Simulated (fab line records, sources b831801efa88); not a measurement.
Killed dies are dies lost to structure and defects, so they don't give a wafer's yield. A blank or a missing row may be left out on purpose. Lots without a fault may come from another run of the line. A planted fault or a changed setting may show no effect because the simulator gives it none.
A struck lot beside a sound one | flow sky130 | 43 steps out of a route of 708
Sound: wafers L924.3, L924.4, L924.6. Struck: wafer L912.1. (L912.2, L912.4 of the same lot were not struck and are left out.) The cause comes at the end.
At each step with rows: each side's tool, then ch and its chambers, then its first start. Under that, the readings that differ: sound wafers | struck wafers | difference of the means | sigmas: that difference in standard deviations of wafers without a fault.
alike: readings whose means differ by less than 2 such deviations, and words and numbers that are the same on both sides. not compared: withheld readings, readings that some wafer has no value for, bounds like >300 that may hide the same value, and numbers for which the record gives no deviation and whose values overlap.
The two part at a step that has a row with sigmas, a row that says differs or no value, or rows on one side only. Numbers that don't overlap but have no deviation are shown without sigmas and don't part them. A reading that every wafer of one side lacks parts them only if that side has two wafers or more.

first, 5 steps without rows for these wafers: SKY_LI_CONTACT_COAT_07 (resist thk 450 nm); SKY_LI_CONTACT_SOFTBAKE_08 (time 90 s); SKY_LI_CONTACT_EXPOSE_09 (exposes mask LICM1, target cd 170 nm); SKY_LI_CONTACT_PEB_10; SKY_LI_CONTACT_DEVELOP_11 (develop time 60 s).
SKY_LI_CONTACT_CD_MEAS_12: target cd 170 nm.
  sound on cd_sem-02, day 34 14:45; struck on cd_sem-01, day 30 08:43
  alike: cd_nm
SKY_LI_CONTACT_OVL_MEAS_13:
  sound on overlay-02, day 34 14:51; struck on overlay-02, day 30 08:50
  alike: LI_CONTACT_OVL
then, 1 step without rows for these wafers: SKY_LI_CONTACT_ETCH_14 (etches BARC in N2/H2, stops on SiO2, time 45.9 s, target depth 60 nm).
SKY_LI_CONTACT_ETCH_15: etches PSG in C4F8/O2/Ar, stops on Si, target depth 600 nm.
  sound on rie_diel-02 ch 0,1, day 34 14:55; struck on rie_diel-01 ch 0, day 30 08:55
  alike: oes_product_au
SKY_LI_CONTACT_STRIP_16: strips in O2/N2.
  sound on plasma_asher-03 ch 0,1, day 34 15:02; struck on plasma_asher-04 ch 0, day 30 09:00
  reading                | sound | struck | difference                   | sigmas
  rf_hours_counter_h (h) | - - - | 91     | no value on the sound wafers |
  alike: drypump_motor_current_A, oes_product_au, strip_time_to_endpoint_s
then, 2 steps without rows for these wafers: SKY_LI_CONTACT_CLEAN_17 (cleans in NMP, time 600 s); SKY_LI_CONTACT_PRE_CLEAN_18 (time 5.6 s).
SKY_LI_CONTACT_SPUTTER_19: material Ti, target thk 20 nm, time 106.37 s.
  sound on pvd_sputter-01, day 34 15:17; struck on pvd_sputter-01, day 30 09:19
  alike: throttle_valve_pct
then, 2 steps without rows for these wafers: SKY_LI_CONTACT_SPUTTER_20 (material TiN, target thk 20 nm, time 80 s); SKY_LI_CONTACT_CVD_21 (deposits W, target thk 400 nm, time 120.56 s).
SKY_LI_CONTACT_RS_MEAS_22: measures by four-point-probe.
  sound on film_metro-03, day 34 15:35; struck on film_metro-01, day 30 09:34
  alike: LI_CONTACT_W_RS
SKY_LI_CONTACT_THK_MEAS_23: measures by xrf.
  sound on film_metro-03, day 34 15:41; struck on film_metro-01, day 30 09:41
  alike: LI_CONTACT_W_THK
then, 2 steps without rows for these wafers: SKY_LI_CONTACT_CMP_24 (polishes, stops on PSG, t overpolish 20 s, target thk 0 nm); SKY_LOCAL_INTERCONNECT_SPUTTER_00 (material TiN, target thk 100 nm, time 83.3 s).
SKY_LOCAL_INTERCONNECT_RS_MEAS_01: measures by four-point-probe.
  sound on film_metro-04, day 34 16:11; struck on film_metro-01, day 30 10:07
  alike: LOCAL_INTERCONNECT_TIN_RS
SKY_LOCAL_INTERCONNECT_THK_MEAS_02: measures by xrf.
  sound on film_metro-04, day 34 16:17; struck on film_metro-01, day 30 10:14
  alike: LOCAL_INTERCONNECT_TIN_THK
then, 8 steps without rows for these wafers: SKY_LOCAL_INTERCONNECT_DEHYDRATE_03 (time 60 s); SKY_LOCAL_INTERCONNECT_HMDS_04 (prime time 60 s); SKY_LOCAL_INTERCONNECT_COAT_05 (resist thk 60 nm); SKY_LOCAL_INTERCONNECT_COAT_06 (resist thk 450 nm); SKY_LOCAL_INTERCONNECT_SOFTBAKE_07 (time 90 s); SKY_LOCAL_INTERCONNECT_EXPOSE_08 (exposes mask LI1M, target cd 170 nm); SKY_LOCAL_INTERCONNECT_PEB_09; SKY_LOCAL_INTERCONNECT_DEVELOP_10 (develop time 60 s).
SKY_LOCAL_INTERCONNECT_CD_MEAS_11: target cd 170 nm.
  sound on cd_sem-02, day 35 18:39; struck on cd_sem-01, day 31 14:52
  alike: cd_nm
SKY_LOCAL_INTERCONNECT_OVL_MEAS_12:
  sound on overlay-02, day 35 18:45; struck on overlay-02, day 31 14:59
  alike: LOCAL_INTERCONNECT_OVL
SKY_LOCAL_INTERCONNECT_ETCH_13: etches BARC in N2/H2, stops on SiO2, time 45.9 s, target depth 60 nm.
  sound on rie_metal-02 ch 0,1, day 35 18:47; struck on rie_metal-04 ch 1, day 31 15:01
  reading                | sound | struck | difference                   | sigmas
  rf_hours_counter_h (h) | - - - | 3      | no value on the sound wafers |
  alike: drypump_motor_current_A, oes_product_au, throttle_valve_pct
then, 1 step without rows for these wafers: SKY_LOCAL_INTERCONNECT_METAL_ETCH_14 (etches TiN in Cl2/BCl3, stops on PSG, target depth 110 nm, time 31.4 s).
SKY_LOCAL_INTERCONNECT_STRIP_15: strips in O2/N2.
  sound on plasma_asher-01 ch 0,1, day 35 18:55; struck on plasma_asher-03 ch 0, day 31 15:08
  reading                | sound | struck | difference                   | sigmas
  rf_hours_counter_h (h) | - - - | 90     | no value on the sound wafers |
  alike: drypump_motor_current_A, oes_product_au, strip_time_to_endpoint_s
then, 3 steps without rows for these wafers: SKY_LOCAL_INTERCONNECT_STRIP_16 (strips in post etch residue remover, time 1200 s); SKY_LOCAL_INTERCONNECT_CLEAN_17 (cleans in IPA, time 180 s); SKY_LOCAL_INTERCONNECT_CLEAN_18 (cleans in O3/DIW).
SKY_CONTACT_CVD_00: deposits Si3N4, target thk 75 nm.
  sound on pecvd-04 ch 0,1, day 35 19:29; struck on pecvd-04 ch 2, day 31 15:44
  alike: heater_power_w, susceptor_temp_C
SKY_CONTACT_THK_MEAS_01:
  sound on film_metro-03, day 35 19:32; struck on film_metro-02, day 31 15:47
  alike: CONTACT_CVD_00_THK
then, 1 step without rows for these wafers: SKY_CONTACT_HDPCVD_02 (deposits SiO2, target thk 565 nm, time 94.2 s).
SKY_CONTACT_THK_MEAS_03:
  sound on film_metro-04, day 35 19:40; struck on film_metro-03, day 31 15:55
  reading                 | sound       | struck | difference | sigmas
  CONTACT_HDPCVD_THK (nm) | 552 561 567 | 579    | +19        | +3
then, 1 step without rows for these wafers: SKY_CONTACT_CMP_04 (polishes SiO2).
-- the record jumps here: 15 days lie between the struck wafers' starts before and after (it left off in module CONTACT and takes up again in module PAD_OPEN, whose first step shown is number 708 of the route) --
SKY_PAD_OPEN_PROBE_99:
  sound on prober-02, day 49 20:11; struck on prober-02, day 46 18:41
  reading            | sound    | struck | difference | sigmas
  killed_at_M0_to_M3 | 36 43 43 | 55     | +14        | +2
  killed_at_M4_up    | 3 4 3    | 0      | -3         | -2
  killed_at_contacts | 25 30 21 | 57     | +32        | +6
  killed_dies        | 77 92 81 | 123    | +40        | +4
  killed_on_rim      | 14 9 11  | 26     | +15        | +4
  alike: killed_at_front_end, killed_at_other, killed_open, killed_short

WHERE THEY PART
First at SKY_LI_CONTACT_STRIP_16; last, within this record, at SKY_PAD_OPEN_PROBE_99.

WHY: what the simulator had put in
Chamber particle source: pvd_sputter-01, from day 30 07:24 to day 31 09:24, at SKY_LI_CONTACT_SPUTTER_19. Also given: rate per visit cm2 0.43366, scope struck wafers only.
